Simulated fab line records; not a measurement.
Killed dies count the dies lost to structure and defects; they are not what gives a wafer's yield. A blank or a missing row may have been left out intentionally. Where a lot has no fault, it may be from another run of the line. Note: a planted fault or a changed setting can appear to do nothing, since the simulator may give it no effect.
A struck lot beside a sound one    flow gf180mcu    40 out of 602 route steps
Sound: wafers L667.1, L667.3, L667.6. Struck: wafer L680.5; the same lot's L680.2 was not struck, so it is left out; see the end for the cause.
For every step that has rows: the tool of each side, followed by ch and its chambers, followed by its first start. Under that, the readings that differ: sound wafers    struck wafers    difference of the means    sigmas: that difference in standard deviations of wafers without a fault.
alike: words and numbers the same on both sides, and readings whose means are apart by under 2 such deviations; not compared: readings that were withheld, readings missing a value for some wafer, numbers with overlapping values and no deviation given by the record, and bounds like >300 which may hide the same value.
A row with sigmas, a row that says differs or no value, or rows on one side alone: a step with any of these is where the two part. Numbers that don't overlap but have no deviation are shown without sigmas and don't part them. A reading missing from all wafers of one side parts the sides only when that side holds two or more wafers.

GF_V4_RS_MEAS_24: measures by four-point-probe.
  sound on filmMetro-04 at day 26 04:33; struck on filmMetro-02 at day 30 12:57
  alike: V4_W_RS
GF_V4_THK_MEAS_25: measures by xrf.
  sound on filmMetro-04 at day 26 04:40; struck on filmMetro-02 at day 30 13:04
  alike: V4_W_THK
then, 1 step without rows for these wafers: GF_V4_CMP_26 (polishes, stops on SiO2, t overpolish 15 s, target thk 0 nm).
GF_MIM_SPUTTER_00: material Ti, target thk 37.5 nm, time 150 s.
  sound on pvdSputter-01 at day 26 05:02; struck on pvdSputter-03 at day 30 13:25
  alike: throttleValvePct
then, 3 steps without rows for these wafers: GF_MIM_SPUTTER_01 (material TiN, target thk 30 nm, time 25 s); GF_MIM_SPUTTER_02 (material AlCu, target thk 450 nm, time 23.9 s); GF_MIM_SPUTTER_03 (material Ti, target thk 10 nm, time 6.7 s).
GF_MIM_SPUTTER_04: material TiN, target thk 50 nm, time 41.7 s.
  sound on pvdSputter-01 at day 26 05:14; struck on pvdSputter-03 at day 30 13:35
reading               sound           struck  difference  sigmas
throttleValvePct (%)  27.7 30.4 28.7  31.5    +2.6        +2
GF_MIM_CVD_05: deposits Si3N4, target thk 42 nm, time 29.086 s.
  sound on pecvd-04 ch 1,2, day 26 05:16; struck on pecvd-02 ch 1, day 30 13:38
  alike: heaterPowerW
GF_MIM_THK_MEAS_06:
  sound on filmMetro-01 at day 26 05:18; struck on filmMetro-01 at day 30 13:40
  alike: MIM_CVD_05_THK
then, 2 steps without rows for these wafers: GF_MIM_SPUTTER_07 (material TiN, target thk 60 nm, time 50 s); GF_MIM_SPUTTER_08 (material AlCu, target thk 200 nm, time 10.6 s).
GF_MIM_SPUTTER_09: material TiN, target thk 35 nm, time 29.2 s.
  sound on pvdSputter-03 at day 26 05:26; struck on pvdSputter-01 at day 30 13:47
reading                                 sound              struck  difference  sigmas
model.TiN_of_MIM_SPUTTER_09.thkNm (nm)  35.22 34.72 35.07  40.18   +5.18       
  alike: throttleValvePct
GF_MIM_RS_MEAS_10: measures by four-point-probe.
  sound on filmMetro-01 at day 26 05:28; struck on filmMetro-01 at day 30 13:50
  alike: MIM_ALCU_RS
GF_MIM_THK_MEAS_11: measures by xrf.
  sound on filmMetro-01 at day 26 05:35; struck on filmMetro-01 at day 30 13:57
  alike: MIM_ALCU_THK
then, 8 steps without rows for these wafers: GF_MIM_DEHYDRATE_12 (time 60 s); GF_MIM_HMDS_13 (prime time 60 s); GF_MIM_COAT_14 (resist thk 1000 nm); GF_MIM_SOFTBAKE_15 (time 60 s); GF_MIM_EXPOSE_16 (exposes mask FuseTop, target cd 2000 nm); GF_MIM_PEB_17; GF_MIM_DEVELOP_18 (develop time 60 s); GF_MIM_METAL_ETCH_19 (etches the open film in Cl2/BCl3, stops on Si3N4, target depth 324.5 nm, time 54.1 s).
GF_MIM_STRIP_20: strips in O2/N2.
  sound on plasmaAsher-03 ch 0,1, day 27 01:37; struck on plasmaAsher-01 ch 1, day 31 07:36
reading                   sound              struck  difference  sigmas
stripTimeToEndpointS (s)  11.10 11.12 11.16  11.22   +0.09       +2
  alike: drypumpMotorCurrentA, heaterPowerW, oesProductAu
  not compared: rfHoursCounterH
then, 9 steps without rows for these wafers: GF_MIM_STRIP_21 (strips in post etch residue remover, time 1200 s); GF_MIM_CLEAN_22 (cleans in DIW); GF_M5_DEHYDRATE_00 (time 60 s); GF_M5_HMDS_01 (prime time 60 s); GF_M5_COAT_02 (resist thk 1000 nm); GF_M5_SOFTBAKE_03 (time 60 s); GF_M5_EXPOSE_04 (exposes mask Metal5, target cd 280 nm); GF_M5_PEB_05 (peb time 90 s); GF_M5_DEVELOP_06 (develop time 60 s).
GF_M5_CD_MEAS_07: target cd 280 nm.
  sound on cdSem-01 at day 27 21:37; struck on cdSem-02 at day 32 01:18
  alike: cdNm
GF_M5_OVL_MEAS_08:
  sound on overlay-02 at day 27 21:44; struck on overlay-01 at day 32 01:24
  alike: M5_OVL
then, 1 step without rows for these wafers: GF_M5_ETCH_09 (etches Si3N4 in CF4/O2, target depth 52 nm, time 11.6 s).
GF_M5_METAL_ETCH_10: etches the open film in Cl2/BCl3, stops on SiO2, target depth 627.5 nm, time 104.6 s.
  sound on rieMetal-04 ch 0,1, day 27 21:48; struck on rieMetal-03 ch 1, day 32 01:27
reading                   sound        struck  difference  sigmas
drypumpMotorCurrentA (A)  5.6 5.3 5.6  6.5     +1.0        +2
  alike: bcl3FlowSccm, heBacksideLeakSccm, oesProductAu, throttleValvePct
  not compared: rfHoursCounterH
then, 1 step without rows for these wafers: GF_M5_STRIP_11 (strips in O2/N2).
GF_M5_STRIP_12: strips in post etch residue remover, time 1200 s.
  sound on wetBench-01 ch 2, day 27 22:03; struck on wetBench-01 ch 1, day 32 01:40
reading                                 sound              struck  difference  sigmas
model.TiN_of_MIM_SPUTTER_09.thkNm (nm)  34.37 33.87 34.23  39.34   +5.18       
  alike: bathGuardTempC
then, 1 step without rows for these wafers: GF_M5_CLEAN_13 (cleans in DIW).

## WHERE THEY PART
Last at GF_M5_METAL_ETCH_10 as far as this record goes, first at GF_MIM_SPUTTER_04. Later steps at which nothing parts them and some readings are alike: GF_M5_STRIP_12.

WHY: the cause the simulator had injected
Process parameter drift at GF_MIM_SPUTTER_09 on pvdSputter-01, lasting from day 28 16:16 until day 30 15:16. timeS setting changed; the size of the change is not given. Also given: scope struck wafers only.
